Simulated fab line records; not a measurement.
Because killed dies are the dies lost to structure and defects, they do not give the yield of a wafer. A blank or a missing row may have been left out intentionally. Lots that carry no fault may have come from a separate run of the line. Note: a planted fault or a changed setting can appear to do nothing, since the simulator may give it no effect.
Split-lot study :: flow sfq_line :: 5 lots, 23 wafers read, on a route of 325 steps

== THE SPLIT ==
At SFQ_TRILAYER_M6_DEP_SPUTTER_157 (material Nb, target thk 200 nm, time 133.3 s), the setting time_s was moved away from the recipe's 133.3 s on 9 of the 23 wafers read, by -4.7% to +9.8%. This setting was run at the recipe's value on the other wafers.

No step appears in the file between the split and the reading.

== THE READING ==
M6_NB_RS in ohm/sq, measured at SFQ_M6_RS_MEAS_938 by four-point-probe. On this fab line, fault-free wafers typically give 0.884 ohm/sq with a standard deviation of 0.009 ohm/sq.

wafer: L077.1
tool, chamber at the split: pvd_sputter-06, -
time_s as run, s: 133.3
against the recipe: recipe
M6_NB_RS, ohm/sq: 0.877
against lot-mates on the recipe: -

wafer: L077.2
tool, chamber at the split: pvd_sputter-06, -
time_s as run, s: 133.3
against the recipe: recipe
M6_NB_RS, ohm/sq: 0.887
against lot-mates on the recipe: -

wafer: L077.3
tool, chamber at the split: pvd_sputter-06, -
time_s as run, s: 133.3
against the recipe: recipe
M6_NB_RS, ohm/sq: 0.872
against lot-mates on the recipe: -

wafer: L077.4
tool, chamber at the split: pvd_sputter-06, -
time_s as run, s: 133.3
against the recipe: recipe
M6_NB_RS, ohm/sq: 0.891
against lot-mates on the recipe: -

wafer: L077.6
tool, chamber at the split: pvd_sputter-06, -
time_s as run, s: 133.3
against the recipe: recipe
M6_NB_RS, ohm/sq: 0.876
against lot-mates on the recipe: -

wafer: L078.1
tool, chamber at the split: pvd_sputter-05, -
time_s as run, s: 133.3
against the recipe: recipe
M6_NB_RS, ohm/sq: 0.891
against lot-mates on the recipe: -

wafer: L078.2
tool, chamber at the split: pvd_sputter-05, -
time_s as run, s: 127.1
against the recipe: -4.7%
M6_NB_RS, ohm/sq: 0.923
against lot-mates on the recipe: +0.036

wafer: L078.3
tool, chamber at the split: pvd_sputter-05, -
time_s as run, s: 127.1
against the recipe: -4.7%
M6_NB_RS, ohm/sq: 0.927
against lot-mates on the recipe: +0.040

wafer: L078.5
tool, chamber at the split: pvd_sputter-05, -
time_s as run, s: 127.1
against the recipe: -4.7%
M6_NB_RS, ohm/sq: 0.927
against lot-mates on the recipe: +0.040

wafer: L078.6
tool, chamber at the split: pvd_sputter-05, -
time_s as run, s: 133.3
against the recipe: recipe
M6_NB_RS, ohm/sq: 0.884
against lot-mates on the recipe: -

wafer: L079.1
tool, chamber at the split: pvd_sputter-05, -
time_s as run, s: 133.3
against the recipe: recipe
M6_NB_RS, ohm/sq: 0.888
against lot-mates on the recipe: -

wafer: L079.2
tool, chamber at the split: pvd_sputter-05, -
time_s as run, s: 146.4
against the recipe: +9.8%
M6_NB_RS, ohm/sq: 0.805
against lot-mates on the recipe: -0.085

wafer: L079.3
tool, chamber at the split: pvd_sputter-05, -
time_s as run, s: 146.4
against the recipe: +9.8%
M6_NB_RS, ohm/sq: 0.805
against lot-mates on the recipe: -0.085

wafer: L079.4
tool, chamber at the split: pvd_sputter-05, -
time_s as run, s: 146.4
against the recipe: +9.8%
M6_NB_RS, ohm/sq: 0.812
against lot-mates on the recipe: -0.078

wafer: L079.6
tool, chamber at the split: pvd_sputter-05, -
time_s as run, s: 133.3
against the recipe: recipe
M6_NB_RS, ohm/sq: 0.892
against lot-mates on the recipe: -

wafer: L082.1
tool, chamber at the split: pvd_sputter-05, -
time_s as run, s: 133.3
against the recipe: recipe
M6_NB_RS, ohm/sq: 0.864
against lot-mates on the recipe: -

wafer: L082.3
tool, chamber at the split: pvd_sputter-05, -
time_s as run, s: 141.5
against the recipe: +6.2%
M6_NB_RS, ohm/sq: 0.827
against lot-mates on the recipe: -0.043

wafer: L082.4
tool, chamber at the split: pvd_sputter-05, -
time_s as run, s: 133.3
against the recipe: recipe
M6_NB_RS, ohm/sq: 0.876
against lot-mates on the recipe: -

wafer: L082.5
tool, chamber at the split: pvd_sputter-05, -
time_s as run, s: 141.5
against the recipe: +6.2%
M6_NB_RS, ohm/sq: 0.820
against lot-mates on the recipe: -0.050

wafer: L082.6
tool, chamber at the split: pvd_sputter-05, -
time_s as run, s: 141.5
against the recipe: +6.2%
M6_NB_RS, ohm/sq: 0.823
against lot-mates on the recipe: -0.047

wafer: L084.1
tool, chamber at the split: pvd_sputter-06, -
time_s as run, s: 133.3
against the recipe: recipe
M6_NB_RS, ohm/sq: 0.898
against lot-mates on the recipe: -

wafer: L084.4
tool, chamber at the split: pvd_sputter-06, -
time_s as run, s: 133.3
against the recipe: recipe
M6_NB_RS, ohm/sq: 0.878
against lot-mates on the recipe: -

wafer: L084.5
tool, chamber at the split: pvd_sputter-06, -
time_s as run, s: 133.3
against the recipe: recipe
M6_NB_RS, ohm/sq: 0.885
against lot-mates on the recipe: -

THE FIT
A straight line over all 23 wafers: M6_NB_RS changes by -0.0084 ohm/sq for each +1% of time_s; r = -0.97; the points scatter about the line by 0.0086 ohm/sq.
The same after taking each lot's own level away (the mean of its wafers on the recipe; 23 wafers): -0.0082 ohm/sq for each +1%; r = -0.99; scatter 0.0057 ohm/sq.
The reading moves by 0.081 ohm/sq for the largest change in time_s, on that fit.
The lots' own levels span 0.8700 to 0.8900 ohm/sq, that is 2.2 times the standard deviation above.
So the lot-to-lot level changes the slope little: the two slopes agree.
Check: -0.0791 ohm/sq against its lot-mates is what the line predicts for one of the wafers moved furthest among these (+9.8%) when that wafer is left out of the fit. It came out at -0.085 ohm/sq against them.

== OTHER SPLITS APPLIED TO THESE WAFERS ==
These wafers also went through other splits before the reading. Each is held against what the fit with the lots' levels taken away leaves over:
other split on the same wafers: SFQ_TRILAYER_M4_BARC_OPEN_METAL_ETCH_123 time_s
wafers away from the commonest value: 11
r with M6_NB_RS (lot level and that fit taken away): -0.09

other split on the same wafers: SFQ_TRILAYER_I4_VIA_LITHO_COAT_108 spin_rpm
wafers away from the commonest value: 11
r with M6_NB_RS (lot level and that fit taken away): -0.20

other split on the same wafers: SFQ_TRILAYER_JJ_TRILAYER_DEP_SPUTTER_110 time_s
wafers away from the commonest value: 6
r with M6_NB_RS (lot level and that fit taken away): -0.10

other split on the same wafers: SFQ_TRILAYER_JJ_CE_LITHO_EXPOSE_115 dose_mj
wafers away from the commonest value: 9
r with M6_NB_RS (lot level and that fit taken away): -0.19

other split on the same wafers: SFQ_TRILAYER_JJ_CE_LITHO_PEB_117 peb_time_s
wafers away from the commonest value: 6
r with M6_NB_RS (lot level and that fit taken away): -0.02

other split on the same wafers: SFQ_TRILAYER_M5_LITHO_PEB_126 peb_time_s
wafers away from the commonest value: 4
r with M6_NB_RS (lot level and that fit taken away): +0.02

other split on the same wafers: SFQ_TRILAYER_R5_DEP_SPUTTER_132 time_s
wafers away from the commonest value: 10
r with M6_NB_RS (lot level and that fit taken away): +0.16

other split on the same wafers: SFQ_TRILAYER_I5_LITHO_COAT_149 spin_rpm
wafers away from the commonest value: 9
r with M6_NB_RS (lot level and that fit taken away): -0.03

other split on the same wafers: SFQ_TRILAYER_C5_BARC_OPEN_VIA_ETCH_210 time_s
wafers away from the commonest value: 6
r with M6_NB_RS (lot level and that fit taken away): -0.22

== THE WHOLE CHAIN: every reading that the file lists as answering this split, in the file's order ==
step: SFQ_TRILAYER_M6_DEP_SPUTTER_157
what it does: material Nb, target thk 200 nm, time 133.3 s
reading: Nb_of_TRILAYER_M6_DEP_SPUTTER_157.thk_nm (the simulator's own value, which no gauge read)
change (the file's fit): +1.95 nm for each +1% of the setting
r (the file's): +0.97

step: SFQ_M6_RS_MEAS_938
what it does: measures by four-point-probe
reading: M6_NB_RS
change (the file's fit): -0.00817 for each +1% of the setting
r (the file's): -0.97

== THE FILE'S OWN FIT ==
M6_NB_RS changes by -0.00817 ohm/sq for each +1% of time_s, r = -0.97.
